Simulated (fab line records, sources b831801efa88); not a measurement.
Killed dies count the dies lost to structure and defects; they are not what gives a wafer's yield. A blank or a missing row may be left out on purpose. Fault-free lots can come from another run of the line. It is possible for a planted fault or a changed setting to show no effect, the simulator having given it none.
fab line records | flow sky130
record lots=13 wafers=39 lastDay=50
route steps=708 shown VT_ADJUST_HVTR@138 POLY_GATE@227 LDD_LDN@293 LI_CONTACT@363
lots with no fault: from the same line, run without faults
startH: the number of hours between the record's first day and the start of the first shown wafer of the lot | waitH: time in hours since the lot's previous step | " unchanged from the row above | L1.1+2: several wafers, shown together as one row | - value missing, or start not given | * or withheld: withheld | < > ~ a bound
route shown NAME@n: NAME is a module with steps in the file, n the number in the route of the first one | usual: mean and standard deviation over wafers with no fault | same: alike in all rows | chamber/n: place in a boat | sites: per-site readings | _std_site: the values' standard deviation | _edge_site: inner sites' mean taken away from outer sites' mean | radiusMm: how far each site lies from the wafer's centre | mask NAME#n: copy n | behind: the tool/chamber that last shaped the wafer | hold: what put the lot on hold/how long, in hours/how the hold closed | device: which transistor (n, p or np) failed to switch | end of line: the same wafers' tests at the end of the route | step lacking rows: just its recipe | killed: the dies lost at the first sort to structure and to defects; this is not the yield of the wafer | map: a wafer's dies, marking killed ones x, the rest . and places with no die _
set.NAME: the setting the step ran with; set.NAME@STEP: the setting that earlier step ran with | model.NAME: the simulator's own value behind a step, which no gauge read
a sample of lots followed through the steps of the route, with each step as a table and each wafer as a row
services: a tool's chamber out of use, with start hour (startH, from the record's first day; less than 0 if before it), hours out, and reason
## steps
# step SKY_VT_ADJUST_HVTR_CD_MEAS_07
# recipe targetCdNm=380
# usual cdNm=380.1/2.7
# columns lot.wafer tool chamber startH waitH cdNm
L800.2 cdSem-02 - 209.33 0.1 381.0
L800.3 " - " " 380.4
L800.4 " - " " 381.8
L801.2 cdSem-02 - 213.03 0.1 378.9
L801.4 " - " " 379.7
L801.5 " - " " 380.0
L803.2 cdSem-02 - 235.94 0.1 384.1
L803.3 " - " " 383.4
L803.4 " - " " 384.9
L804.2 cdSem-01 - 240.93 0.1 378.9
L804.3 " - " " 379.0
L804.6 " - " " 379.6
L806.2 cdSem-02 - 254.05 0.1 382.8
L806.4 " - " " 381.5
L806.6 " - " " 380.8
L807.1 cdSem-01 - 255.11 0.1 376.8
L807.3 " - " " 372.9
L807.4 " - " " 375.6
L808.1 cdSem-01 - 266.77 0.1 377.2
L808.3 " - " " 376.2
L808.4 " - " " 375.0
L813.3 cdSem-02 - 301.37 0.1 380.9
L813.5 " - " " 379.6
L813.6 " - " " 381.6
L817.2 cdSem-02 - 332.50 0.1 375.5
L817.3 " - " " 373.9
L817.6 " - " " 379.4
L818.1 cdSem-02 - 339.21 0.1 380.0
L818.4 " - " " 384.2
L818.6 " - " " 382.3
L820.2 cdSem-02 - 359.23 0.1 379.4
L820.5 " - " " 381.3
L820.6 " - " " 379.3
L821.2 cdSem-01 - 361.93 0.1 382.7
L821.4 " - " " 380.0
L821.5 " - " " 383.2
L823.1 cdSem-02 - 376.03 0.1 376.3
L823.4 " - " " 375.5
L823.6 " - " " 376.2
# step SKY_POLY_GATE_CD_MEAS_13
# recipe targetCdNm=150
# usual cdNm=149.8/1.4
# columns lot.wafer tool chamber startH waitH cdNm
L800.2 cdSem-01 - 382.98 - 148.5
L800.3 " - " " 149.1
L800.4 " - " " 148.3
L801.2 cdSem-02 - 385.43 - 149.8
L801.4 " - " " 149.6
L801.5 " - " " 149.8
L803.2 cdSem-01 - 409.45 - 148.8
L803.3 " - " " 150.0
L803.4 " - " " 149.0
L804.2 cdSem-02 - 421.95 - 149.2
L804.3 " - " " 148.6
L804.6 " - " " 150.8
L807.1 cdSem-01 - 432.93 - 150.2
L807.3 " - " " 150.0
L807.4 " - " " 151.2
L806.2 cdSem-01 - 433.90 - 148.1
L806.4 " - " " 148.5
L806.6 " - " " 147.2
L808.1 cdSem-01 - 451.33 - 149.8
L808.3 " - " " 150.3
L808.4 " - " " 149.0
L813.3 cdSem-01 - 492.15 - 149.9
L813.5 " - " " 150.1
L813.6 " - " " 150.2
L817.2 cdSem-01 - 522.40 - 149.1
L817.3 " - " " 148.0
L817.6 " - " " 148.6
L818.1 cdSem-01 - 532.73 - 151.3
L818.4 " - " " 151.8
L818.6 " - " " 152.0
L820.2 cdSem-01 - 550.03 - 150.7
L820.5 " - " " 149.5
L820.6 " - " " 149.5
L821.2 cdSem-02 - 556.40 - 148.7
L821.4 " - " " 149.9
L821.5 " - " " 149.2
L823.1 cdSem-02 - 567.13 - 149.4
L823.4 " - " " 148.0
L823.6 " - " " 149.1
# step SKY_LDD_LDN_EXPOSE_04
# recipe maskId=LDNTM na=0.6 sourceShape=conventional sigmaOuter=0.6 polarization=unpolarized targetCdNm=700 doseMj=140
# columns lot.wafer tool chamber startH waitH mask
L800.2+3+4 ilineStepper-01 0 521.20 - LDNTM#0
L801.2+4+5 ilineStepper-01 0 526.53 - LDNTM#0
L803.2+3+4 ilineStepper-02 0 548.26 - LDNTM#0
L804.2+3+6 ilineStepper-01 0 563.90 - LDNTM#0
L807.1+3+4 ilineStepper-01 0 575.10 - LDNTM#0
L806.2+4+6 ilineStepper-01 0 576.20 - LDNTM#0
L808.1+3+4 ilineStepper-01 0 591.11 - PSDM#0
L813.3+5+6 ilineStepper-02 0 630.27 - LDNTM#0
L817.2+3+6 ilineStepper-01 0 657.17 - LDNTM#0
L818.1+4+6 ilineStepper-02 0 666.70 - LDNTM#0
L820.2+5+6 ilineStepper-02 0 687.98 - LDNTM#0
L821.2+4+5 ilineStepper-02 0 688.57 - LDNTM#0
L823.1+4+6 ilineStepper-01 0 697.74 - LDNTM#0
# step SKY_LDD_LDN_OVL_MEAS_07
# usual LDD_LDN_OVL=-0.3/1.3
# columns lot.wafer tool chamber startH waitH LDD_LDN_OVL[nm]
L800.2 overlay-01 - 535.74 0.1 -0.7
L800.3 " - " " 0.2
L800.4 " - " " 0.1
L801.2 overlay-02 - 541.11 0.1 -1.0
L801.4 " - " " -0.7
L801.5 " - " " 1.4
L803.2 overlay-01 - 562.79 0.1 -1.0
L803.3 " - " " 0.4
L803.4 " - " " 0.5
L804.2 overlay-01 - 577.81 0.1 -0.3
L804.3 " - " " 1.3
L804.6 " - " " 0.3
L807.1 overlay-02 - 590.06 0.1 -1.2
L807.3 " - " " -1.5
L807.4 " - " " -1.3
L806.2 overlay-02 - 591.26 0.1 -1.5
L806.4 " - " " -0.8
L806.6 " - " " -0.4
L808.1 overlay-02 - 605.11 0.1 -
L808.3 " - " " -
L808.4 " - " " -
L813.3 overlay-01 - 643.74 0.1 -1.2
L813.5 " - " " 0.5
L813.6 " - " " -1.7
L817.2 overlay-01 - 671.49 0.1 -1.5
L817.3 " - " " -1.2
L817.6 " - " " -3.2
L818.1 overlay-02 - 680.43 0.1 -3.6
L818.4 " - " " -2.7
L818.6 " - " " -3.1
L820.2 overlay-02 - 702.29 0.1 0.1
L820.5 " - " " 0.1
L820.6 " - " " -1.1
L821.2 overlay-01 - 702.76 0.1 -1.3
L821.4 " - " " -1.2
L821.5 " - " " 0.3
L823.1 overlay-01 - 711.66 0.1 0.2
L823.4 " - " " -0.6
L823.6 " - " " 1.3
# step SKY_LDD_LDN_TW_MEAS_13
# usual LDD_LDN_TW=1488/8.6
# columns lot.wafer tool chamber startH waitH LDD_LDN_TW
L800.2 filmMetro-03 - 536.48 0.1 1483
L800.3 " - " " 1486
L800.4 " - " " 1486
L801.2 filmMetro-04 - 541.85 0.1 1501
L801.4 " - " " 1489
L801.5 " - " " 1501
L803.2 filmMetro-01 - 563.53 0.1 1485
L803.3 " - " " 1480
L803.4 " - " " 1487
L804.2 filmMetro-03 - 578.55 0.1 1482
L804.3 " - " " 1484
L804.6 " - " " 1479
L807.1 filmMetro-04 - 590.79 0.1 1498
L807.3 " - " " 1500
L807.4 " - " " 1494
L806.2 filmMetro-03 - 592.00 0.1 1485
L806.4 " - " " 1490
L806.6 " - " " 1479
L808.1 filmMetro-04 - 605.85 0.1 31
L808.3 " - " " 30
L808.4 " - " " 30
L813.3 filmMetro-03 - 644.48 0.1 1484
L813.5 " - " " 1485
L813.6 " - " " 1488
L817.2 filmMetro-04 - 672.23 0.1 1486
L817.3 " - " " 1494
L817.6 " - " " 1487
L818.1 filmMetro-03 - 681.17 0.1 1479
L818.4 " - " " 1482
L818.6 " - " " 1487
L820.2 filmMetro-04 - 703.03 0.1 1490
L820.5 " - " " 1492
L820.6 " - " " 1496
L821.2 filmMetro-04 - 703.50 0.1 1484
L821.4 " - " " 1486
L821.5 " - " " 1487
L823.1 filmMetro-03 - 712.40 0.1 1474
L823.4 " - " " 1483
L823.6 " - " " 1486
# step SKY_LI_CONTACT_THK_MEAS_01
# recipe reads=PSG_of_LI_CONTACT_HDPCVD_00
# usual LI_CONTACT_HDPCVD_THK=927/9.5
# columns lot.wafer tool chamber startH waitH LI_CONTACT_HDPCVD_THK[nm]
L800.2 filmMetro-02 - 655.68 0.1 931
L800.3 " - " " 949
L800.4 " - " " 933
L801.2 filmMetro-03 - 660.79 0.1 917
L801.4 " - " " 921
L801.5 " - " " 932
L803.2 filmMetro-02 - 682.06 0.1 942
L803.3 " - " " 926
L803.4 " - " " 939
L804.2 filmMetro-02 - 696.74 0.1 939
L804.3 " - " " 921
L804.6 " - " " 935
L807.1 filmMetro-03 - 708.19 0.1 926
L807.3 " - " " 913
L807.4 " - " " 904
L806.2 filmMetro-02 - 709.40 0.1 916
L806.4 " - " " 922
L806.6 " - " " 915
L808.1 filmMetro-02 - 724.74 0.1 923
L808.3 " - " " 937
L808.4 " - " " 923
L813.3 filmMetro-03 - 760.30 0.1 924
L813.5 " - " " 931
L813.6 " - " " 930
L817.2 filmMetro-01 - 787.04 0.1 918
L817.3 " - " " 913
L817.6 " - " " 930
L818.1 filmMetro-03 - 798.83 0.1 918
L818.4 " - " " 911
L818.6 " - " " 927
L821.2 filmMetro-03 - 816.56 0.1 909
L821.4 " - " " 936
L821.5 " - " " 910
L820.2 filmMetro-03 - 817.35 0.1 914
L820.5 " - " " 939
L820.6 " - " " 921
L823.1 filmMetro-02 - 823.70 0.1 926
L823.4 " - " " 928
L823.6 " - " " 930
## services
# columns tool chamber startH hours kind
ilineStepper-01 - 516.23 1.1 repair
ilineStepper-01 - 543.46 1.9 repair
ilineStepper-02 - 549.58 1.7 pm
ilineStepper-02 - 626.28 3.6 repair
ilineStepper-01 - 679.31 1.7 pm
ilineStepper-01 - 685.15 2.1 pm
ilineStepper-01 - 687.23 - consumableReplace:lamp
## key
firstSign step=SKY_LDD_LDN_EXPOSE_04 reading=mask direction=changed
effect step=SKY_LDD_LDN_OVL_MEAS_07 reading=LDD_LDN_OVL direction=missing
effect step=SKY_LDD_LDN_TW_MEAS_13 reading=LDD_LDN_TW direction=down sigmas=99+ usual=1488 struck=30
metAt SKY_LDD_LDN_EXPOSE_04
struckLots L808
sortLeftOut L808.1,L808.3,L808.4
testerLeftOut L808
notActingAt SKY_VT_ADJUST_HVTR_CD_MEAS_07,SKY_POLY_GATE_CD_MEAS_13,SKY_LI_CONTACT_THK_MEAS_01
onsetBetween 576.20 591.11
fault kind=wrongMask tool=any chamber=- onsetH=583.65 steps=SKY_LDD_LDN_EXPOSE_04 auxCopy=PSDM#0 scope=struckLotsOnly
# testerLeftOut: of these lots the tester's yield and bins aren't shown, on N5 and GAA mostly nor the transistor test; their killed dies are dies lost to structure and defects alone, not to doping, threshold or leakage, so they don't give the yield
# sortLeftOut: the simulated sort isn't trusted on such a fault, so these wafers' sort isn't shown, and their yield isn't known
